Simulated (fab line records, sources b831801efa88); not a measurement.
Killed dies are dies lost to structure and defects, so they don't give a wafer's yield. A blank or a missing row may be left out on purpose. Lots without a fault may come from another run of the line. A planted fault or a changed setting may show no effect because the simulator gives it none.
fab line records | flow sfq_line
record lots=15 wafers=44 last_day=94
route steps=325 shown I2@116 I3@143 M4@150
lots that met no fault: from a run of the same line without faults
start_h: hours from the record's first day to the start of the lot's first wafer shown | wait_h: hours since the lot's step before | " the same as in the row above | L1.1+2: a row that stands for several wafers | - no value, or no start given | * or withheld: withheld | < > ~ a bound
route shown NAME@n: a module of which the file shows steps, and the number in the route of the first | usual: mean/standard deviation of fault-free wafers | same: alike in all rows | chamber/n: place in a boat | sites: the reading at each site | _std_site: their standard deviation | _edge_site: outer sites' mean less inner sites' | radius_mm: how far each site lies from the wafer's centre | mask NAME#n: copy n | behind: the tool/chamber that last shaped the wafer | hold: why the lot was held/for how many hours/how that ended | device: the transistor (n, p or np) that didn't switch | end of line: the same wafers' tests at the end of the route | a step without rows: its recipe alone | killed: dies lost to structure and defects at the first sort, not the wafer's yield | map: a wafer's dies, x killed, . not, _ none there
set.NAME: the setting as run; set.NAME@STEP: as run at that earlier step | model.NAME: the simulator's own value behind a step, which no gauge read
steps of the route over a sample of lots; a table a step, a row a wafer
services: from which hour (start_h, from the record's first day; less than 0 if before it) a tool's chamber was out of use, for how many hours, and why
## steps
# step SFQ_TRILAYER_I2_VIA_STRIP_STRIP_071
# recipe gas=O2 power_w=200 platen_temp_c=40 overash_fraction=0.65 chemistry=O2 pressure_mtorr=50
# usual drypump_motor_current_A=5.7/0.54 oes_product_au=0.999/0.0097
# same overash_fraction=0.65
# columns lot.wafer tool chamber start_h wait_h drypump_motor_current_A oes_product_au rf_hours_counter_h
L185.1 rie_metal-01 1 677.77 - 5.6 1.003 86
L185.5 " 1 " " 5.6 1.011 -
L185.6 " 0 " " 5.0 0.988 -
L186.1 rie_metal-01 0 699.37 - 5.0 0.996 7
L186.2 " 1 " " 5.6 1.003 89
L186.6 " 0 " " 5.0 1.001 -
L187.3 rie_metal-02 0 715.12 - 6.3 0.999 -
L187.4 " 1 " " 5.9 1.016 -
L187.6 " 0 " " 6.3 0.991 -
L188.1 rie_metal-02 1 725.85 - 5.8 0.996 104
L188.3 " 0 " " 6.3 0.985 -
L188.4 " 1 " " 5.8 0.991 -
L189.2 rie_metal-01 0 728.25 - 4.9 0.999 10
L189.4 " 1 " " 5.6 1.006 -
L189.5 " 0 " " 5.0 0.993 -
L191.2 rie_metal-02 0 760.65 - 6.3 0.989 100
L191.3 " 1 " " 5.8 0.994 -
L191.4 " 0 " " 6.3 1.001 -
L192.2 rie_metal-02 1 771.45 - 5.9 0.995 109
L192.3 " 1 " " 5.8 1.004 -
L192.5 " 1 " " 5.9 0.997 -
L193.1 rie_metal-03 0 787.05 - 5.1 0.990 108
L193.4 " 0 " " 5.1 0.994 -
L193.6 " 1 " " 6.5 1.005 -
L194.2 rie_metal-03 1 790.65 - 6.5 1.008 133
L194.5 " 0 " " 5.1 1.006 -
L194.6 " 1 " " 6.5 1.014 -
L195.1 rie_metal-02 0 809.97 - 6.3 0.976 105
L195.2 " 1 " " 5.9 0.995 113
L195.6 " 0 " " 6.3 0.992 -
L196.2 rie_metal-03 0 823.17 - 5.1 0.999 112
L196.3 " 0 " " 5.1 0.997 -
L196.4 " 1 " " 6.5 0.990 -
L203.1 rie_metal-01 0 871.44 - 5.0 0.994 24
L203.2 " 1 " " 5.6 0.995 107
L204.2 rie_metal-01 1 880.59 - 5.6 1.015 108
L204.3 " 0 " " 5.0 1.011 -
L204.4 " 1 " " 5.6 1.007 -
L206.2 rie_metal-01 1 887.99 - 5.6 1.010 -
L206.4 " 1 " " 5.6 1.002 -
L206.6 " 1 " " 5.6 1.003 -
L207.1 rie_metal-02 1 888.99 - 5.9 1.012 124
L207.2 " 0 " " 6.3 0.990 116
L207.3 " 1 " " 5.9 1.006 -
# step SFQ_I3_OVL_MEAS_923
# usual I3_OVL=0/5.5
# columns lot.wafer tool chamber start_h wait_h I3_OVL[nm]
L185.1 overlay-02 - 959.63 0.1 -1
L185.5 " - " " 1
L185.6 " - " " -4
L186.1 overlay-01 - 978.40 0.1 -5
L186.2 " - " " -7
L186.6 " - " " -2
L187.3 overlay-02 - 1001.21 0.1 -5
L187.4 " - " " 1
L187.6 " - " " 3
L188.1 overlay-02 - 1020.40 0.1 -8
L188.3 " - " " -8
L188.4 " - " " -6
L189.2 overlay-02 - 1027.60 0.1 4
L189.4 " - " " 4
L189.5 " - " " 2
L191.2 overlay-02 - 1065.05 0.1 1
L191.3 " - " " -4
L191.4 " - " " 3
L192.2 overlay-01 - 1074.88 0.1 1
L192.3 " - " " 0
L192.5 " - " " 2
L193.1 overlay-02 - 1085.67 0.1 -9
L193.4 " - " " -7
L193.6 " - " " -10
L194.2 overlay-01 - 1089.28 0.1 6
L194.5 " - " " 0
L194.6 " - " " -2
L195.1 overlay-01 - 1097.67 0.1 -4
L195.2 " - " " -1
L195.6 " - " " -4
L196.2 overlay-01 - 1113.40 0.1 0
L196.3 " - " " -5
L196.4 " - " " 5
L203.1 overlay-01 - 1161.52 0.1 -9
L203.2 " - " " -1
L204.2 overlay-01 - 1175.93 0.1 2
L204.3 " - " " 9
L204.4 " - " " 6
L206.2 overlay-02 - 1197.53 0.1 3
L206.4 " - " " -3
L206.6 " - " " -6
L207.1 overlay-01 - 1198.72 0.1 7
L207.2 " - " " -11
L207.3 " - " " -1
# step SFQ_TRILAYER_I3_VIA_BARC_OPEN_VIA_ETCH_121
# recipe mask_material=PR chemistry=O2 target_depth_nm=125 target=BARC source_w=500 bias_w=80 pressure_mtorr=30 time_s=41.7
# usual drypump_motor_current_A=5.6/0.45 oes_product_au=0.685/0.0046 run_length_s=70.1/0.56
# columns lot.wafer tool chamber start_h wait_h drypump_motor_current_A oes_product_au rf_hours_counter_h run_length_s
L185.1 rie_diel-04 1 959.66 0.0 5.6 0.688 2 70.2
L185.5 " 2 " " 5.5 0.690 - 70.5
L185.6 " 3 " " 6.3 0.685 - 70.0
L186.1 rie_diel-03 2 978.43 0.0 5.7 0.672 9 69.4
L186.2 " 3 " " 5.0 0.689 2 70.0
L186.6 " 1 " " 5.8 0.686 - 69.4
L187.3 rie_diel-03 3 1001.23 0.0 5.0 0.691 2 70.6
L187.4 " 2 " " 5.7 0.680 9 70.0
L187.6 " 0 " " 6.2 0.688 - 71.1
L188.1 rie_diel-04 3 1020.43 0.0 6.2 0.680 1 69.6
L188.3 " 0 " " 5.0 0.686 0 69.4
L188.4 " 2 " " 5.5 0.690 - 70.8
L189.2 rie_diel-01 0 1027.63 0.0 5.4 0.683 8 69.4
L189.4 " 2 " " 4.8 0.683 10 70.9
L189.5 " 0 " " 5.4 0.685 - 69.2
L191.2 rie_diel-04 2 1065.08 0.0 5.5 0.680 7 70.7
L191.3 " 3 " " 6.3 0.683 1 69.6
L191.4 " 0 " " 5.0 0.686 1 69.4
L192.2 rie_diel-04 2 1074.91 0.0 5.5 0.689 7 71.1
L192.3 " 0 " " 5.0 0.700 1 69.7
L192.5 " 2 " " 5.5 0.688 - 70.5
L193.1 rie_diel-01 0 1085.71 0.0 5.4 0.682 9 69.3
L193.4 " 3 " " 5.6 0.689 8 70.9
L193.6 " 3 " " 5.6 0.689 - 70.3
L194.2 rie_diel-04 3 1089.31 0.0 6.3 0.685 2 69.9
L194.5 " 3 " " 6.3 0.689 - 69.7
L194.6 " 2 " " 5.5 0.687 - 70.2
L195.1 rie_diel-03 2 1097.71 0.0 5.7 0.682 10 69.7
L195.2 " 1 " " 5.8 0.682 6 69.5
L195.6 " 1 " " 5.8 0.683 - 69.3
L196.2 rie_diel-03 0 1113.43 0.0 6.2 0.684 5 71.0
L196.3 " 3 " " 5.0 0.678 3 69.7
L196.4 " 1 " " 5.8 0.690 6 69.3
L203.1 rie_diel-03 0 1161.56 0.0 6.2 0.685 6 71.2
L203.2 " 2 " " 5.7 0.630 11 78.7
L204.2 rie_diel-03 3 1175.96 0.0 5.0 0.629 5 79.2
L204.3 " 2 " " 5.7 0.631 11 78.5
L204.4 " 0 " " 6.2 0.680 7 70.8
L206.2 rie_diel-03 0 1197.56 0.0 6.2 0.630 7 80.0
L206.4 " 3 " " 5.0 0.691 5 70.1
L206.6 " 3 " " 5.0 0.686 - 70.0
L207.1 rie_diel-04 2 1198.76 0.0 5.5 0.682 9 70.3
L207.2 " 3 " " 6.3 0.685 3 70.4
L207.3 " 1 " " 5.6 0.692 5 70.2
# step SFQ_M4_RS_MEAS_924
# recipe thk_meas_gauge=four-point-probe reads=Nb_of_TRILAYER_M4_DEP_SPUTTER_091
# usual M4_NB_RS=0.892/0.014
# columns lot.wafer tool chamber start_h wait_h M4_NB_RS[ohm/sq]
L185.1 film_metro-03 - 960.71 0.0 0.875
L185.5 " - " " 0.866
L185.6 " - " " 0.903
L186.1 film_metro-03 - 979.48 0.0 0.895
L186.2 " - " " 0.895
L186.6 " - " " 0.890
L187.3 film_metro-04 - 1002.32 0.1 0.876
L187.4 " - " " 0.881
L187.6 " - " " 0.910
L188.1 film_metro-03 - 1021.49 0.0 0.895
L188.3 " - " " 0.905
L188.4 " - " " 0.910
L189.2 film_metro-02 - 1028.90 0.1 0.885
L189.4 " - " " 0.879
L189.5 " - " " 0.909
L191.2 film_metro-04 - 1066.15 0.1 0.895
L191.3 " - " " 0.882
L191.4 " - " " 0.876
L192.2 film_metro-02 - 1075.97 0.1 0.901
L192.3 " - " " 0.890
L192.5 " - " " 0.893
L193.1 film_metro-02 - 1086.75 0.0 0.914
L193.4 " - " " 0.919
L193.6 " - " " 0.886
L194.2 film_metro-02 - 1090.37 0.1 0.881
L194.5 " - " " 0.892
L194.6 " - " " 0.875
L195.1 film_metro-03 - 1098.75 0.0 0.894
L195.2 " - " " 0.916
L195.6 " - " " 0.890
L196.2 film_metro-02 - 1114.50 0.1 0.930
L196.3 " - " " 0.912
L196.4 " - " " 0.900
L203.1 film_metro-04 - 1162.60 0.0 0.884
L203.2 " - " " 0.875
L204.2 film_metro-04 - 1177.04 0.1 0.877
L204.3 " - " " 0.883
L204.4 " - " " 0.900
L206.2 film_metro-04 - 1198.62 0.1 0.922
L206.4 " - " " 0.893
L206.6 " - " " 0.918
L207.1 film_metro-02 - 1199.80 0.0 0.886
L207.2 " - " " 0.890
L207.3 " - " " 0.880
## services
# columns tool chamber start_h hours kind
rie_diel-03 1 678.73 18.5 repair
rie_diel-04 2 698.05 11.8 repair
rie_diel-04 1 698.42 7.3 repair
rie_diel-03 2 720.46 7.9 repair
rie_diel-04 0 747.74 2.2 repair
rie_diel-03 0 776.78 4.8 repair
rie_metal-02 0 778.96 4.1 repair
rie_diel-04 - 805.65 1.7 repair
rie_diel-04 0 832.29 2.9 repair
rie_diel-04 2 852.61 2.4 repair
rie_diel-04 3 857.43 3.9 repair
rie_diel-03 2 903.31 3.2 repair
rie_diel-03 3 961.02 13.5 repair
rie_diel-04 - 964.58 2.8 pm
rie_diel-04 3 977.23 6.2 repair
rie_diel-04 0 978.36 6.9 repair
rie_diel-04 3 999.10 2.4 repair
rie_diel-04 1 1020.29 8.2 repair
rie_diel-03 - 1053.45 2.8 pm
rie_diel-03 0 1057.02 7.0 repair
rie_diel-03 - 1077.99 14.6 pm
rie_diel-03 1 1105.31 1.3 repair
rie_metal-02 0 1115.24 20.2 repair
rie_diel-04 3 1168.19 13.5 repair
## key
first_sign step=SFQ_TRILAYER_I3_VIA_BARC_OPEN_VIA_ETCH_121 reading=run_length_s direction=up sigmas=16 usual=* struck=*
effect step=SFQ_TRILAYER_I3_VIA_BARC_OPEN_VIA_ETCH_121 reading=oes_product_au direction=down sigmas=12 usual=0.685 struck=0.630
met_at SFQ_TRILAYER_I3_VIA_BARC_OPEN_VIA_ETCH_121
struck_lots L203,L204,L206
struck_wafers L203.2,L204.2,L204.3,L206.2
not_acting_at SFQ_TRILAYER_I2_VIA_STRIP_STRIP_071,SFQ_I3_OVL_MEAS_923,SFQ_M4_RS_MEAS_924
onset_between 1113.43 1161.56
fault kind=process_parameter_drift tool=rie_diel-03 chamber=- onset_h=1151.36 steps=SFQ_TRILAYER_I3_VIA_BARC_OPEN_VIA_ETCH_121 channel=time_s offset=* shape=step end_h=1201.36 scope=struck_wafers_only acts_in=* stated=*
